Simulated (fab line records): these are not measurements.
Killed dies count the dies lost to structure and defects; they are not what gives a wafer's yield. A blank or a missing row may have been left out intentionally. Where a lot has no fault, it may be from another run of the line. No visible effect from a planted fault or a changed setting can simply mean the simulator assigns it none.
Which tool was responsible?    flow sfq_line    14 lots, 42 wafers sampled, at 3 steps of a route of 325

WHAT THE GAUGES SHOWED, per wafer
SFQ_R5_RS_MEAS_933: measurement is done with a four-point probe. Usual: R5_MONX_RS 7.07 ohm/sq, standard deviation 0.086.
lot   measured      on             R5_MONX_RS (ohm/sq)  flag
L330  day 57 02:20  film_metro-01  7.12 7.07 7.10       
L331  day 57 05:33  film_metro-01  6.96 7.01 6.97       
L332  day 57 13:58  film_metro-01  7.12 7.17 7.21       
L333  day 57 21:16  film_metro-01  6.94 6.94 6.96       
L334  day 58 05:47  film_metro-02  7.17 7.15 7.23       
L335  day 58 17:07  film_metro-02  7.01 7.05 6.98       
L341  day 60 20:40  film_metro-01  7.10 7.03 7.10       
L343  day 66 01:38  film_metro-01  6.97 7.04 7.05       
L344  day 66 21:46  film_metro-01  7.23 7.16 7.14       
L346  day 67 11:25  film_metro-01  7.04 7.07 7.08       
L347  day 67 17:30  film_metro-02  7.03 7.14 7.04       
L349  day 69 16:42  film_metro-04  7.06 7.05 7.06       
L351  day 75 06:54  film_metro-04  7.03 7.06 7.11       
L352  day 75 18:46  film_metro-02  7.07 7.08 7.11       

TOOL THAT RAN EACH LOT (tool first, then ch and the chambers of the sampled wafers, then the start)
lot   SFQ_TRILAYER_INCOMING_OXIDATION_002  SFQ_TRILAYER_M5_STRIP_STRIP_127
L330  furnace-01 ch 0, day 1 10:07         rie_metal-03 ch 0,1, day 56 20:40
L331  furnace-02 ch 0, day 1 15:07         rie_metal-04 ch 0,1, day 57 00:23
L332  furnace-01 ch 0, day 1 20:07         rie_metal-04 ch 0,1, day 57 08:47
L333  furnace-02 ch 0, day 2 01:07         rie_metal-01 ch 0,1, day 57 16:07
L334  furnace-01 ch 0, day 2 06:07         rie_metal-04 ch 0,1, day 58 00:31
L335  furnace-02 ch 0, day 2 11:07         rie_metal-04 ch 0, day 58 11:38
L341  furnace-02 ch 0, day 3 17:07         rie_metal-04 ch 0,1, day 60 08:42
L343  furnace-02 ch 0, day 4 03:07         rie_metal-01 ch 0,1, day 65 20:19
L344  furnace-01 ch 0, day 4 08:07         rie_metal-01 ch 0,1, day 66 16:29
L346  furnace-01 ch 0, day 4 18:07         rie_metal-01 ch 0,1, day 67 03:20
L347  furnace-01 ch 0, day 4 23:07         rie_metal-03 ch 0,1, day 67 11:29
L349  furnace-01 ch 0, day 5 09:07         rie_metal-04 ch 0, day 68 23:34
L351  furnace-01 ch 0, day 5 19:07         rie_metal-01 ch 0,1, day 75 01:43
L352  furnace-01 ch 0, day 6 00:07         rie_metal-03 ch 0, day 75 13:22
- SFQ_TRILAYER_INCOMING_OXIDATION_002: target thk 500 nm, ox time 4939 s.
- SFQ_TRILAYER_M5_STRIP_STRIP_127: strips in O2.

AS READ BY THE TOOLS THEMSELVES (means over the sampled wafers that have a number; for cases with no such wafer, the mark the record gives instead)
SFQ_TRILAYER_INCOMING_OXIDATION_002. Usual: spike_tc_bottom_C 1018 C, standard deviation 3.9; spike_tc_centre_C 1001.4 C, standard deviation 1.1; spike_tc_lower_C 1001.0 C, standard deviation 1; spike_tc_top_C 1016.3 C, standard deviation 2.9; spike_tc_upper_C 1001.1 C, standard deviation 0.99; tube_center_temp_C 1000 C, standard deviation 0.088; tube_center_temp_C_max 1002.6, standard deviation 0.43; zone_power_bottom_pct 31.5 %, standard deviation 1.3; zone_power_centre_pct 23.8 %, standard deviation 0.55; zone_power_lower_pct 22.5 %, standard deviation 0.36; zone_power_upper_pct 22.3 %, standard deviation 0.87.
lot   tool        spike_tc_bottom_C (C)  spike_tc_centre_C (C)  spike_tc_lower_C (C)  spike_tc_top_C (C)  spike_tc_upper_C (C)  tube_center_temp_C (C)  tube_center_temp_C_max  zone_power_bottom_pct (%)  zone_power_centre_pct (%)  zone_power_lower_pct (%)  zone_power_upper_pct (%)  flag
L330  furnace-01  1021                   1002.0                 1001.6                1019.6              1000.3                1000                    1002.5                  30.4                       24.4                       22.9                      21.4                      
L331  furnace-02  1014                   1000.3                 1000.2                1013.9              1000.4                1000                    1002.8                  32.5                       23.1                       22.3                      23.2                      
L332  furnace-01  1023                   1000.8                 1001.1                1019.6              1001.3                1000                    1002.4                  30.5                       24.2                       22.6                      21.6                      
L333  furnace-02  1014                   1000.9                 999.8                 1013.0              1001.1                1000                    1002.9                  32.7                       23.1                       22.2                      23.4                      
L334  furnace-01  1022                   1001.7                 1001.3                1017.8              1001.3                1000                    1003.1                  30.1                       24.3                       22.5                      21.6                      
L335  furnace-02  1014                   1001.2                 999.7                 1013.5              1001.7                1000                    1003.0                  32.9                       23.3                       22.3                      23.1                      
L341  furnace-02  1066                   1053.5                 1053.0                1065.3              1053.5                1052                    1054.3                  37.4                       26.5                       25.2                      26.2                      OFF
L343  furnace-02  1066                   1053.5                 1053.3                1065.4              1053.7                1052                    1054.5                  37.3                       26.2                       25.2                      26.1                      OFF
L344  furnace-01  1021                   1001.3                 1000.2                1018.7              1000.3                1000                    1003.0                  30.5                       24.2                       22.9                      21.6                      
L346  furnace-01  1023                   1001.8                 1001.9                1019.1              1002.0                1000                    1003.2                  30.3                       24.1                       23.2                      21.4                      
L347  furnace-01  1022                   1001.3                 1001.7                1019.6              1001.8                1000                    1002.4                  30.5                       24.3                       22.6                      21.5                      
L349  furnace-01  1022                   1001.5                 1001.4                1019.1              1001.6                1000                    1003.0                  30.6                       24.1                       22.7                      21.6                      
L351  furnace-01  1023                   1001.6                 1001.1                1017.4              1001.5                1000                    1002.4                  30.5                       24.4                       23.0                      21.3                      
L352  furnace-01  1021                   1002.5                 1001.6                1017.8              1000.5                1000                    1002.7                  30.4                       24.1                       22.9                      21.6                      

SFQ_TRILAYER_M5_STRIP_STRIP_127. Usual: drypump_motor_current_A 5.9 A, standard deviation 0.31; oes_product_au 0.999 a.u., standard deviation 0.0078.
lot   tool          drypump_motor_current_A (A)  oes_product_au (a.u.)  flag
L330  rie_metal-03  6.0                          0.987                  
L331  rie_metal-04  5.9                          0.995                  
L332  rie_metal-04  6.2                          0.996                  
L333  rie_metal-01  5.7                          1.001                  
L334  rie_metal-04  6.2                          0.997                  
L335  rie_metal-04  5.7                          0.997                  
L341  rie_metal-04  5.9                          1.002                  
L343  rie_metal-01  5.7                          1.002                  
L344  rie_metal-01  5.8                          1.004                  
L346  rie_metal-01  5.7                          1.000                  
L347  rie_metal-03  6.1                          0.997                  
L349  rie_metal-04  5.7                          0.997                  
L351  rie_metal-01  5.8                          1.008                  
L352  rie_metal-03  6.3                          1.007                  

THE ANSWER, worked out from the rows above alone
Rule: a lot is off if the mean of its wafers that have a number lies more than 3 standard deviations from the usual mean. Also off: a lot with no number at a reading for which 4 or more lots have one. Where the step has rows for the other lots, those lots are counted as sound. After the gauges, taken in route order, come the tools' own readings; for these a lot's mean is taken, as printed above. The first step at which some lot is off is used, and at that step the reading that is off furthest; a lot without a number counts as furthest.
Off: L341, L343 (SFQ_TRILAYER_INCOMING_OXIDATION_002, tube_center_temp_C).
If a tool, at that step or one of the process steps before it, ran each lot that is off and ran no sound lot following the first of them, it fits. One fits: furnace-02 at SFQ_TRILAYER_INCOMING_OXIDATION_002. Its last sound lot is L335 (day 2 11:07), its first lot that is off L341 (day 3 17:07): a fault that began between those two fits.
The tool's own readings at SFQ_TRILAYER_INCOMING_OXIDATION_002 bear it out: on the lots that are off they differ by more than 5 times the standard deviation of the sound lots' means. spike_tc_bottom_C reads 1066 C there against 1020 C on the sound lots; spike_tc_centre_C reads 1053.5 C there against 1001.4 C on the sound lots; spike_tc_lower_C reads 1053.2 C there against 1001.0 C on the sound lots; spike_tc_top_C reads 1065.3 C there against 1017.4 C on the sound lots; spike_tc_upper_C reads 1053.6 C there against 1001.1 C on the sound lots; tube_center_temp_C reads 1052 C there against 1000 C on the sound lots; tube_center_temp_C_max reads 1054.4 there against 1002.8 on the sound lots; zone_power_bottom_pct reads 37.3 % there against 31.0 % on the sound lots; zone_power_centre_pct reads 26.4 % there against 24.0 % on the sound lots; zone_power_lower_pct reads 25.2 % there against 22.7 % on the sound lots; zone_power_upper_pct reads 26.1 % there against 21.9 % on the sound lots.

WHAT WAS PUT IN BY THE SIMULATOR
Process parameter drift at SFQ_TRILAYER_INCOMING_OXIDATION_002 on furnace-02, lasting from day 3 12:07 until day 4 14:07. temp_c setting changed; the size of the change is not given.
Shown lots that were struck: L341, L343. The rule above reached the same finding.
